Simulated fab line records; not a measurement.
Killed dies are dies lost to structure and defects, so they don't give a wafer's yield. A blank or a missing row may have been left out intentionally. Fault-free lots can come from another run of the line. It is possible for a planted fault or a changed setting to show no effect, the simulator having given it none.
fab line records | flow sky130
record lots=10 | wafers=30 | lastDay=50
route steps=708 shown VIA1@474 METAL3@534 CAPM@537
lots that met no fault: taken from a fault-free run of the same line
startH: hours from the record's first day to the start of the lot's first wafer shown | waitH: hours from the lot's prior step to this one | " same as the row above | L1.1+2: several wafers, shown together as one row | - no value present, or no start provided | * or withheld: withheld | < > ~ a bound
route shown NAME@n: a module of which the file shows steps, and the number in the route of the first | usual: mean and standard deviation over wafers with no fault | same: alike in all rows | chamber/n: place in a boat | sites: readings site by site | _std_site: the standard deviation of these | _edge_site: outer sites' mean less inner sites' | radiusMm: for every site, how far away it sits from the centre of the wafer | mask NAME#n: copy n | behind: the most recent tool/chamber to have shaped the wafer | hold: the reason the lot was held/the length of the hold in hours/how it ended | device: transistor that didn't switch, given as n, p or np | end of line: the same wafers' tests at the end of the route | where a step has no rows: the recipe by itself | killed: the dies lost at the first sort to structure and to defects; this is not the yield of the wafer | map: a wafer's dies, x killed, . not, _ none there
set.NAME: the setting the step ran with; set.NAME@STEP: the setting that earlier step ran with | model.NAME: the simulator's own value behind a step, which no gauge read
one table for each step of the route and one row for each wafer, over a sample of lots
services: a tool's chamber out of use, with start hour (startH, from the record's first day; less than 0 if before it), hours out, and reason
## steps
# step SKY_VIA1_STRIP_16
# recipe chemistry=O2/N2 | powerW=1400 | pressureMtorr=1500 | platenTempC=withheld | o2FlowSccm=3000 | n2FlowSccm=300 | overashFraction=0.5
# usual drypumpMotorCurrentA=5.7/0.44 | oesProductAu=0.415/0.0047 | stripTimeToEndpointS=4.460/0.019
lot.wafer | tool           | chamber | startH | waitH | drypumpMotorCurrentA | oesProductAu | rfHoursCounterH | stripTimeToEndpointS
L688.2    | plasmaAsher-02 | 0       | 798.56 | 0.0   | 5.8                  | 0.417        | 35              | 4.442
L688.3    | "              | 1       | "      | "     | 5.9                  | 0.415        | -               | 4.441
L688.6    | "              | 0       | "      | "     | 5.8                  | 0.415        | -               | 4.478
L690.1    | plasmaAsher-02 | 0       | 809.11 | 0.0   | 5.8                  | 0.425        | 37              | 4.477
L690.2    | "              | 1       | "      | "     | 5.9                  | 0.419        | 37              | 4.465
L690.5    | "              | 0       | "      | "     | 5.8                  | 0.416        | -               | 4.468
L692.1    | plasmaAsher-02 | 0       | 856.37 | 0.0   | 5.8                  | 0.418        | 41              | 4.477
L692.2    | "              | 1       | "      | "     | 5.9                  | 0.417        | 41              | 4.446
L692.6    | "              | 0       | "      | "     | 5.8                  | 0.410        | -               | 4.449
L696.1    | plasmaAsher-01 | 0       | 869.36 | 0.0   | 5.3                  | 0.414        | 13              | 4.460
L696.5    | "              | 1       | "      | "     | 6.0                  | 0.417        | -               | 4.451
L696.6    | "              | 0       | "      | "     | 5.3                  | 0.417        | -               | 4.457
L694.1    | plasmaAsher-01 | 0       | 872.74 | 0.0   | 5.4                  | 0.418        | 14              | 4.427
L694.2    | "              | 1       | "      | "     | 5.9                  | 0.415        | 14              | 4.446
L694.4    | "              | 1       | "      | "     | 6.0                  | 0.419        | -               | 4.459
L697.2    | plasmaAsher-04 | 0       | 873.39 | 0.0   | 6.2                  | 0.417        | 74              | 4.431
L697.3    | "              | 0       | "      | "     | 6.2                  | 0.413        | -               | 4.452
L697.6    | "              | 1       | "      | "     | 5.0                  | 0.406        | -               | 4.471
L706.3    | plasmaAsher-04 | 0       | 936.50 | 0.1   | 6.2                  | 0.420        | -               | 4.482
L706.4    | "              | 1       | "      | "     | 5.0                  | 0.413        | -               | 4.478
L706.5    | "              | 0       | "      | "     | 6.2                  | 0.416        | -               | 4.442
L708.1    | plasmaAsher-01 | 1       | 946.99 | 0.0   | 5.9                  | 0.420        | 21              | 4.489
L708.4    | "              | 0       | "      | "     | 5.3                  | 0.414        | -               | 4.436
L708.5    | "              | 0       | "      | "     | 5.3                  | 0.411        | -               | 4.460
L709.2    | plasmaAsher-01 | 0       | 955.97 | 0.0   | 5.3                  | 0.415        | 22              | 4.455
L709.4    | "              | 0       | "      | "     | 5.3                  | 0.412        | -               | 4.489
L709.5    | "              | 0       | "      | "     | 5.3                  | 0.411        | -               | 4.453
L710.3    | plasmaAsher-02 | 1       | 957.25 | 0.1   | 5.9                  | 0.422        | -               | 4.453
L710.4    | "              | 0       | "      | "     | 5.8                  | 0.418        | -               | 4.462
L710.6    | "              | 1       | "      | "     | 5.9                  | 0.422        | -               | 4.473
# step SKY_METAL3_SPUTTER_02
# recipe material=AlCu | targetThkNm=735 | powerW=10600 | timeS=39.1 | chamberPressurePa=0.4
# usual throttleValvePct=30.3/0.62
lot.wafer | tool          | chamber | startH  | waitH | throttleValvePct
L688.2    | pvdSputter-03 | -       | 855.12  | 0.0   | 31.1
L688.3    | "             | -       | "       | "     | 30.7
L688.6    | "             | -       | "       | "     | 30.7
L690.1    | pvdSputter-02 | -       | 866.34  | 0.0   | 29.3
L690.2    | "             | -       | "       | "     | 29.9
L690.5    | "             | -       | "       | "     | 29.7
L692.1    | pvdSputter-02 | -       | 912.44  | 0.0   | 29.8
L692.2    | "             | -       | "       | "     | 31.5
L692.6    | "             | -       | "       | "     | 29.5
L696.1    | pvdSputter-04 | -       | 924.75  | 0.0   | 29.8
L696.5    | "             | -       | "       | "     | 30.1
L696.6    | "             | -       | "       | "     | 30.5
L694.1    | pvdSputter-04 | -       | 928.15  | 0.0   | 29.8
L694.2    | "             | -       | "       | "     | 31.0
L694.4    | "             | -       | "       | "     | 29.6
L697.2    | pvdSputter-03 | -       | 929.33  | 0.0   | 31.3
L697.3    | "             | -       | "       | "     | 30.7
L697.6    | "             | -       | "       | "     | 29.6
L706.3    | pvdSputter-02 | -       | 993.80  | 0.0   | 29.4
L706.4    | "             | -       | "       | "     | 29.5
L706.5    | "             | -       | "       | "     | 29.9
L708.1    | pvdSputter-03 | -       | 997.59  | 0.0   | 31.2
L708.4    | "             | -       | "       | "     | 29.8
L708.5    | "             | -       | "       | "     | 30.7
L709.2    | pvdSputter-04 | -       | 1004.70 | 0.0   | 29.9
L709.4    | "             | -       | "       | "     | 29.8
L709.5    | "             | -       | "       | "     | 30.8
L710.3    | pvdSputter-02 | -       | 1007.10 | 0.0   | 31.3
L710.4    | "             | -       | "       | "     | 29.8
L710.6    | "             | -       | "       | "     | 29.5
# step SKY_CAPM_CVD_00
# recipe material=SiO2 | targetThkNm=15.5 | tempC=400 | timeS=withheld | rfW=450
# usual heaterPowerW=662/94 | rfFwdPowerW=442.9/2.5
lot.wafer | tool     | chamber | startH  | waitH | heaterPowerW | rfFwdPowerW
L688.2    | pecvd-01 | 2       | 855.22  | 0.0   | 740          | 443.5
L688.3    | "        | 1       | "       | "     | 701          | 444.6
L688.6    | "        | 2       | "       | "     | 740          | 441.6
L690.1    | pecvd-02 | 2       | 866.44  | 0.0   | 625          | 441.3
L690.2    | "        | 0       | "       | "     | 509          | 443.3
L690.5    | "        | 0       | "       | "     | 508          | 441.0
L692.1    | pecvd-02 | 1       | 912.55  | 0.0   | 677          | 440.3
L692.2    | "        | 2       | "       | "     | 559          | 441.1
L692.6    | "        | 1       | "       | "     | 678          | 440.9
L696.1    | pecvd-02 | 0       | 924.85  | 0.0   | 490          | 443.1
L696.5    | "        | 0       | "       | "     | 505          | 443.8
L696.6    | "        | 2       | "       | "     | 592          | 440.8
L694.1    | pecvd-01 | 2       | 928.26  | 0.0   | 826          | 442.0
L694.2    | "        | 0       | "       | "     | 603          | 445.9
L694.4    | "        | 2       | "       | "     | 817          | 442.0
L697.2    | pecvd-04 | 1       | 929.44  | 0.0   | 658          | 444.6
L697.3    | "        | 0       | "       | "     | 874          | 443.5
L697.6    | "        | 0       | "       | "     | 849          | 440.3
L706.3    | pecvd-01 | 1       | 993.92  | 0.0   | 776          | 374.5
L706.4    | "        | 2       | "       | "     | 815          | 370.7
L706.5    | "        | 1       | "       | "     | 779          | 375.4
L708.1    | pecvd-01 | 1       | 997.70  | 0.0   | 761          | 376.1
L708.4    | "        | 2       | "       | "     | 732          | 371.2
L708.5    | "        | 1       | "       | "     | 767          | 374.8
L709.2    | pecvd-04 | 1       | 1004.82 | 0.0   | 680          | 443.4
L709.4    | "        | 2       | "       | "     | 651          | 446.7
L709.5    | "        | 1       | "       | "     | 660          | 442.1
L710.3    | pecvd-02 | 1       | 1007.21 | 0.0   | 669          | 438.7
L710.4    | "        | 2       | "       | "     | 636          | 436.9
L710.6    | "        | 1       | "       | "     | 677          | 438.4
# step SKY_CAPM_THK_MEAS_01
# recipe reads=SiO2_of_CAPM_CVD_00
# usual CAPM_CVD_00_THK=15.51/0.19
lot.wafer | tool         | chamber | startH  | waitH | hold                    | CAPM_CVD_00_THK[nm]
L688.2    | filmMetro-04 | -       | 855.25  | -     | -                       | 15.48
L688.3    | "            | -       | "       | "     | -                       | 15.50
L688.6    | "            | -       | "       | "     | -                       | 15.82
L690.1    | filmMetro-03 | -       | 866.46  | -     | -                       | 15.59
L690.2    | "            | -       | "       | "     | -                       | 15.37
L690.5    | "            | -       | "       | "     | -                       | 15.62
L692.1    | filmMetro-03 | -       | 912.57  | -     | -                       | 15.46
L692.2    | "            | -       | "       | "     | -                       | 15.38
L692.6    | "            | -       | "       | "     | -                       | 15.77
L696.1    | filmMetro-03 | -       | 924.87  | -     | -                       | 15.17
L696.5    | "            | -       | "       | "     | -                       | 15.59
L696.6    | "            | -       | "       | "     | -                       | 15.70
L694.1    | filmMetro-02 | -       | 928.28  | -     | -                       | 15.39
L694.2    | "            | -       | "       | "     | -                       | 15.52
L694.4    | "            | -       | "       | "     | -                       | 15.43
L697.2    | filmMetro-03 | -       | 929.47  | -     | -                       | 15.43
L697.3    | "            | -       | "       | "     | -                       | 15.33
L697.6    | "            | -       | "       | "     | -                       | 15.84
L706.3    | filmMetro-03 | -       | 993.96  | -     | awaitDispo/0.2h/release | 14.49
L706.4    | "            | -       | "       | "     | awaitDispo/0.2h/release | 14.72
L706.5    | "            | -       | "       | "     | awaitDispo/0.2h/release | 14.56
L706.3    | filmMetro-03 | -       | 994.25  | 0.3   | -                       | 14.49
L706.4    | "            | -       | "       | "     | -                       | 14.71
L706.5    | "            | -       | "       | "     | -                       | 14.56
L708.1    | filmMetro-04 | -       | 997.73  | -     | awaitDispo/0.2h/release | 14.68
L708.4    | "            | -       | "       | "     | awaitDispo/0.2h/release | 14.59
L708.5    | "            | -       | "       | "     | awaitDispo/0.2h/release | 14.74
L708.1    | filmMetro-04 | -       | 997.96  | 0.2   | -                       | 14.59
L708.4    | "            | -       | "       | "     | -                       | 14.53
L708.5    | "            | -       | "       | "     | -                       | 14.76
L709.2    | filmMetro-04 | -       | 1004.86 | -     | -                       | 15.19
L709.4    | "            | -       | "       | "     | -                       | 15.83
L709.5    | "            | -       | "       | "     | -                       | 15.77
L710.3    | filmMetro-02 | -       | 1007.25 | -     | -                       | 15.35
L710.4    | "            | -       | "       | "     | -                       | 15.67
L710.6    | "            | -       | "       | "     | -                       | 16.07
# step SKY_CAPM_OVL_MEAS_12
# usual CAPM_OVL=-0.4/1.3
lot.wafer | tool       | chamber | startH  | waitH | CAPM_OVL[nm]
L688.2    | overlay-02 | -       | 881.32  | 0.1   | -0.1
L688.3    | "          | -       | "       | "     | -1.3
L688.6    | "          | -       | "       | "     | -2.0
L690.1    | overlay-01 | -       | 893.03  | 0.1   | 0.7
L690.2    | "          | -       | "       | "     | -1.1
L690.5    | "          | -       | "       | "     | -0.8
L692.1    | overlay-02 | -       | 937.51  | 0.1   | 0.5
L692.2    | "          | -       | "       | "     | 0.0
L692.6    | "          | -       | "       | "     | -1.2
L696.1    | overlay-01 | -       | 949.26  | 0.1   | -1.1
L696.5    | "          | -       | "       | "     | 0.4
L696.6    | "          | -       | "       | "     | 0.2
L694.1    | overlay-01 | -       | 952.28  | 0.1   | 1.2
L694.2    | "          | -       | "       | "     | 1.5
L694.4    | "          | -       | "       | "     | -0.4
L697.2    | overlay-01 | -       | 953.35  | 0.1   | 3.8
L697.3    | "          | -       | "       | "     | 1.7
L697.6    | "          | -       | "       | "     | 1.8
L706.3    | overlay-01 | -       | 1016.79 | 0.1   | -1.1
L706.4    | "          | -       | "       | "     | 0.6
L706.5    | "          | -       | "       | "     | 0.9
L708.1    | overlay-02 | -       | 1019.49 | 0.1   | 0.0
L708.4    | "          | -       | "       | "     | 0.4
L708.5    | "          | -       | "       | "     | 0.0
L709.2    | overlay-01 | -       | 1026.97 | 0.1   | -1.4
L709.4    | "          | -       | "       | "     | -1.6
L709.5    | "          | -       | "       | "     | 0.2
L710.3    | overlay-01 | -       | 1029.04 | 0.1   | -1.5
L710.4    | "          | -       | "       | "     | -0.8
L710.6    | "          | -       | "       | "     | -0.4
# step SKY_METAL3_ETCH_17
# recipe target=SiO2 | stopOn=TiN | chemistry=C4F8/O2/Ar | sourceW=1500 | biasW=1200 | pressureMtorr=40 | c4f8FlowSccm=withheld | O2_flow_sccm=6 | Ar_flow_sccm=300 | timeS=3.9 | targetDepthA=150
# usual oesProductAu=0.754/0.0063
lot.wafer | tool       | chamber | startH  | waitH | oesProductAu | rfHoursCounterH
L688.2    | rieDiel-01 | 2       | 908.31  | 0.1   | 0.758        | 16
L688.3    | "          | 0       | "       | "     | 0.752        | 7
L688.6    | "          | 0       | "       | "     | 0.765        | -
L690.1    | rieDiel-04 | 2       | 919.43  | 0.1   | 0.748        | 16
L690.2    | "          | 1       | "       | "     | 0.755        | 11
L690.5    | "          | 1       | "       | "     | 0.764        | -
L692.1    | rieDiel-04 | 0       | 962.68  | 0.1   | 0.753        | 11
L692.2    | "          | 3       | "       | "     | 0.758        | 20
L692.6    | "          | 1       | "       | "     | 0.763        | -
L696.1    | rieDiel-01 | 3       | 971.75  | 0.1   | 0.739        | 12
L696.5    | "          | 0       | "       | "     | 0.756        | -
L696.6    | "          | 3       | "       | "     | 0.757        | -
L694.1    | rieDiel-02 | 2       | 973.72  | 0.1   | 0.751        | 10
L694.2    | "          | 3       | "       | "     | 0.754        | 5
L694.4    | "          | 0       | "       | "     | 0.750        | 14
L697.2    | rieDiel-01 | 0       | 974.13  | 0.1   | 0.757        | 10
L697.3    | "          | 3       | "       | "     | 0.750        | 12
L697.6    | "          | 3       | "       | "     | 0.768        | -
L706.3    | rieDiel-02 | 3       | 1040.55 | 0.0   | 0.730        | 7
L706.4    | "          | 1       | "       | "     | 0.737        | 13
L706.5    | "          | 2       | "       | "     | 0.730        | -
L708.1    | rieDiel-02 | 0       | 1042.93 | 0.1   | 0.736        | 16
L708.4    | "          | 2       | "       | "     | 0.724        | -
L708.5    | "          | 0       | "       | "     | 0.737        | -
L709.2    | rieDiel-04 | 1       | 1050.15 | 0.1   | 0.748        | 15
L709.4    | "          | 0       | "       | "     | 0.755        | 14
L709.5    | "          | 2       | "       | "     | 0.757        | -
L710.3    | rieDiel-02 | 1       | 1051.71 | 0.0   | 0.748        | 13
L710.4    | "          | 0       | "       | "     | 0.754        | -
L710.6    | "          | 1       | "       | "     | 0.765        | -
## services
tool           | chamber | startH  | hours | kind
pvdSputter-04  | -       | 775.92  | 5.5   | repair
pvdSputter-03  | -       | 814.03  | 9.2   | repair
pvdSputter-04  | -       | 816.93  | 2.1   | repair
pvdSputter-02  | -       | 832.51  | 12.7  | repair
pvdSputter-03  | -       | 842.93  | 0.7   | repair
pecvd-01       | -       | 861.92  | 2.8   | pm
rieDiel-04     | 0       | 870.78  | 6.5   | repair
rieDiel-04     | 3       | 886.05  | 5.5   | repair
rieDiel-01     | 3       | 890.51  | 11.8  | repair
pvdSputter-03  | -       | 898.83  | 0.7   | repair
pecvd-01       | -       | 902.08  | 0.9   | repair
pvdSputter-03  | -       | 920.18  | 1.9   | repair
pvdSputter-02  | -       | 926.81  | 3.3   | repair
rieDiel-01     | -       | 929.51  | 2.8   | pm
pecvd-02       | -       | 935.21  | 5.5   | pm
plasmaAsher-01 | -       | 937.26  | 2.8   | pm
rieDiel-02     | 0       | 947.90  | 12.3  | repair
pecvd-01       | 0       | 989.68  | 8.4   | repair
pecvd-01       | -       | 995.63  | 0.8   | repair
pecvd-01       | -       | 1018.44 | 0.7   | repair
plasmaAsher-01 | -       | 1028.74 | 1.6   | repair
rieDiel-02     | 1       | 1041.46 | 6.1   | repair
pvdSputter-02  | -       | 1048.85 | 1.9   | repair
rieDiel-02     | 3       | 1049.37 | 3.6   | repair
## key
firstSign step=SKY_CAPM_CVD_00 | reading=rfFwdPowerW | direction=down | sigmas=28 | usual=442.9 | struck=373.8
effect step=SKY_CAPM_THK_MEAS_01 | reading=visit | direction=added
effect step=SKY_METAL3_ETCH_17 | reading=oesProductAu | direction=down | sigmas=3.4 | usual=0.754 | struck=0.732
metAt SKY_CAPM_CVD_00
struckLots L706,L708
notActingAt SKY_VIA1_STRIP_16,SKY_METAL3_SPUTTER_02,SKY_CAPM_OVL_MEAS_12
onsetBetween 928.26 993.92
fault kind=processParameterDrift | tool=pecvd-01 | chamber=- | onsetH=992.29 | steps=SKY_CAPM_CVD_00 | channel=rfW | offset=-72 | shape=step | endH=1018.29 | actsIn=theseRecipesOnly | stated=450
